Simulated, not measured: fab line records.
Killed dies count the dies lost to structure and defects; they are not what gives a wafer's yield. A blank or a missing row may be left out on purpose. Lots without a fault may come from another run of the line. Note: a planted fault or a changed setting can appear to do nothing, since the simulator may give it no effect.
Which tool was responsible? + flow sky130 + at 1 step of a route of 708, 6 lots with 18 wafers sampled

== WHAT EACH GAUGE READ, for each wafer ==
SKY_VT_ADJUST_HVTR_OVL_MEAS_08.
| lot  | measured     | on         | VT_ADJUST_HVTR_OVL (nm) |
|------|--------------|------------|-------------------------|
| L487 | day 10 13:47 | overlay-02 | 2.7 2.5 2.9             |
| L491 | day 11 23:35 | overlay-01 | -0.5 0.8 -0.2           |
| L496 | day 13 11:07 | overlay-01 | 0.6 -0.1 -0.1           |
| L501 | day 15 00:40 | overlay-02 | 0.5 0.2 3.7             |
| L504 | day 16 00:44 | overlay-02 | -0.5 -0.6 1.1           |
| L506 | day 16 09:20 | overlay-02 | -0.5 0.8 2.5            |

== WHAT TOOL EACH LOT RAN ON (gives the tool, then ch and the chambers of the sampled wafers, and finally the start) ==
Before these readings, the record contains no process step.

== THE ANSWER, worked out from the rows above alone ==
Rule: the usual values come from the lots themselves. Put in order of their means at a reading, lots are off if they are a third of the lots or fewer, leave a main group of 4 or more, and stand apart from it by a gap of 3 or more times the standard deviation of the main group's means; of several such gaps the widest counts. The tables above print the reading to a certain number of digits; a main group whose means all agree to those digits is not used. A lot without any number at a reading at which 4 lots or more have one is off too. Any other lot the step has rows for is counted as sound.
No lot is off at any reading shown: from this, nothing can be told.

== WHAT THE SIMULATOR HAD INSERTED ==
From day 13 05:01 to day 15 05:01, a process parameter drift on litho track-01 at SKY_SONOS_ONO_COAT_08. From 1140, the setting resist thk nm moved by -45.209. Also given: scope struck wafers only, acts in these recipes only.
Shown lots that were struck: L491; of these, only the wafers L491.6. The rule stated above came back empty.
